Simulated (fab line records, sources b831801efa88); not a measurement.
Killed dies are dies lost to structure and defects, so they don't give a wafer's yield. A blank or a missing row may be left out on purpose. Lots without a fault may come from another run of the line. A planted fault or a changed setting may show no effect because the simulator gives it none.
Which tool did it? | flow sky130 | 12 lots, 36 wafers sampled, at 4 steps of a route of 708

WHAT THE GAUGES READ, wafer by wafer
SKY_NWELL_OVL_MEAS_23. Usual: NWELL_01_OVL -0.2 nm, standard deviation 1.3.
lot  | measured     | on         | NWELL_01_OVL (nm) | flag
L402 | day 5 06:22  | overlay-02 | -0.9 1.9 1.3      |
L404 | day 5 20:13  | overlay-01 | 0.8 1.6 2.0       |
L406 | day 6 09:31  | overlay-01 | -0.6 -0.6 1.2     |
L407 | day 6 14:07  | overlay-01 | -0.5 -1.0 -0.8    |
L409 | day 7 02:37  | overlay-01 | -3.1 -0.6 -2.2    |
L410 | day 7 08:04  | overlay-01 | -1.8 -2.8 -2.3    |
L412 | day 7 20:43  | overlay-01 | -0.6 -1.8 -1.0    |
L417 | day 9 00:53  | overlay-01 | -1.4 -1.8 -1.5    |
L418 | day 9 08:50  | overlay-01 | 2.3 3.0 2.3       |
L421 | day 10 00:01 | overlay-02 | -0.1 1.5 0.9      |
L422 | day 10 06:16 | overlay-02 | -1.8 -2.3 -0.7    |
L425 | day 11 02:47 | overlay-02 | -0.3 0.4 0.8      |

SKY_NWELL_RS_MEAS_29: measures by four-point-probe. Usual: NWELL_RS 624.1 ohm/sq, standard deviation 1.7.
lot  | measured     | on            | NWELL_RS (ohm/sq) | flag
L402 | day 5 06:52  | film_metro-04 | 623.5 625.1 624.7 |
L404 | day 5 20:43  | film_metro-01 | 627.0 625.9 626.0 |
L406 | day 6 10:01  | film_metro-04 | 621.4 621.0 622.3 |
L407 | day 6 14:37  | film_metro-04 | 624.6 624.6 625.5 |
L409 | day 7 03:07  | film_metro-04 | 625.4 625.5 625.1 |
L410 | day 7 08:34  | film_metro-01 | 623.2 622.2 620.0 |
L412 | day 7 21:14  | film_metro-03 | 624.7 625.5 627.0 |
L417 | day 9 01:26  | film_metro-01 | 623.8 625.7 626.1 |
L418 | day 9 09:23  | film_metro-03 | 624.0 624.6 624.0 |
L421 | day 10 00:31 | film_metro-03 | 625.7 624.7 625.2 |
L422 | day 10 06:46 | film_metro-03 | 624.1 622.5 623.0 |
L425 | day 11 03:18 | film_metro-01 | 621.3 621.3 623.8 |

SKY_VT_ADJUST_PCH_TW_MEAS_10. Usual: VT_ADJUST_PCH_TW 142.1, standard deviation 0.81.
lot  | measured     | on            | VT_ADJUST_PCH_TW                    | flag
L402 | day 10 08:28 | film_metro-03 | 143.1 143.4 142.6                   |
L404 | day 11 00:48 | film_metro-04 | 141.4 141.9 141.3                   |
L406 | day 11 16:27 | film_metro-02 | 141.7 140.9 142.0                   |
L407 | day 11 23:48 | film_metro-02 | 142.3 142.2 142.3                   |
L409 | day 12 14:10 | film_metro-03 | 142.4 142.3 142.1                   |
L410 | day 12 20:27 | film_metro-03 | 141.5 142.7 142.6                   |
L412 | day 13 13:16 | film_metro-02 | 142.8 142.3 142.4                   |
L417 | day 15 02:49 | film_metro-04 | 122.6 121.9 122.5 121.9 122.8 122.2 | OFF
L418 | day 15 10:44 | film_metro-03 | 122.0 122.1 122.0 121.7 121.9 122.9 | OFF
L421 | day 16 08:15 | film_metro-04 | 142.0 142.5 140.8                   |
L422 | day 16 13:30 | film_metro-04 | 140.7 141.8 141.8                   |
L425 | day 17 18:56 | film_metro-04 | 141.7 141.6 141.5                   |

WHICH TOOL RAN EACH LOT (tool, then ch and the chambers of the sampled wafers, then the start)
lot  | SKY_VT_ADJUST_PCH_IMPLANT_08
L402 | implanter-03 ch 0, day 10 08:13
L404 | implanter-03 ch 0, day 11 00:33
L406 | implanter-04 ch 0, day 11 16:12
L407 | implanter-01 ch 0, day 11 23:33
L409 | implanter-01 ch 0, day 12 13:55
L410 | implanter-04 ch 0, day 12 20:12
L412 | implanter-03 ch 0, day 13 13:01
L417 | implanter-01 ch 0, day 15 02:34
L418 | implanter-01 ch 0, day 15 10:32
L421 | implanter-03 ch 0, day 16 08:00
L422 | implanter-04 ch 0, day 16 13:15
L425 | implanter-03 ch 0, day 17 18:42
- SKY_VT_ADJUST_PCH_IMPLANT_08

WHAT THE TOOLS THEMSELVES READ (means of the sampled wafers that have a number; where no wafer has one, the mark that the record gives instead)
SKY_VT_ADJUST_PCH_IMPLANT_08. Usual: dose_ions_cm2 5.001e+11, standard deviation 5.5e+08; end_station_pressure_torr 4.99e-06 Torr, standard deviation 2.8e-07; faraday_current_uA 2.82, standard deviation 0.064.
lot  | tool         | dose_ions_cm2 | end_station_pressure_torr (Torr) | faraday_current_uA | flag
L402 | implanter-03 | 4.997e+11     | 4.81e-06                         | 2.82               |
L404 | implanter-03 | 5.004e+11     | 5.22e-06                         | 2.80               |
L406 | implanter-04 | 4.997e+11     | 4.98e-06                         | 2.85               |
L407 | implanter-01 | 4.996e+11     | 5.04e-06                         | 2.86               |
L409 | implanter-01 | 5.003e+11     | 5.18e-06                         | 2.80               |
L410 | implanter-04 | 4.994e+11     | 5.16e-06                         | 2.84               |
L412 | implanter-03 | 5.001e+11     | 5.02e-06                         | 2.80               |
L417 | implanter-01 | 2.809e+11     | 4.66e-06                         | 1.61               | OFF
L418 | implanter-01 | 2.803e+11     | 4.86e-06                         | 1.58               | OFF
L421 | implanter-03 | 5.006e+11     | 4.86e-06                         | 2.75               |
L422 | implanter-04 | 5.002e+11     | 5.09e-06                         | 2.85               |
L425 | implanter-03 | 4.998e+11     | 5.13e-06                         | 2.83               |

THE ANSWER, worked out from the rows above alone
Rule: a lot is off if the mean of its wafers that have a number lies more than 3 standard deviations from the usual mean. A lot without any number at a reading at which 4 lots or more have one is off too. The other lots that the step has rows for count as sound. The gauges are gone through in route order, then the tools' own readings, and for those a lot's mean is taken as printed above. The first step at which some lot is off is used, and at that step the reading that is off furthest; a lot without a number counts as furthest.
Off: L417, L418, at SKY_VT_ADJUST_PCH_TW_MEAS_10 (VT_ADJUST_PCH_TW).
A tool fits if, at a process step before that reading, it ran every lot that is off, and no sound lot after the first of them. The gauges at SKY_VT_ADJUST_PCH_TW_MEAS_10 aren't tried: what is off there is off at SKY_VT_ADJUST_PCH_IMPLANT_08 too, on other tools, and a gauge's error can't cause that. One fits: implanter-01 at SKY_VT_ADJUST_PCH_IMPLANT_08. Its last sound lot is L409 (day 12 13:55), its first lot that is off L417 (day 15 02:34): a fault that began between those two fits.
The tool's own readings at SKY_VT_ADJUST_PCH_IMPLANT_08 bear it out: on the lots that are off they differ by more than 5 times the standard deviation of the sound lots' means. dose_ions_cm2 reads 2.806e+11 there against 5.000e+11 on the sound lots; faraday_current_uA reads 1.60 there against 2.82 on the sound lots.

WHAT THE SIMULATOR HAD PUT IN
Process parameter drift: implanter-01, from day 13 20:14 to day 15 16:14, at SKY_VT_ADJUST_PCH_IMPLANT_08. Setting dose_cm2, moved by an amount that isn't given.
Lots struck among those shown: L417, L418. The rule above found the same.
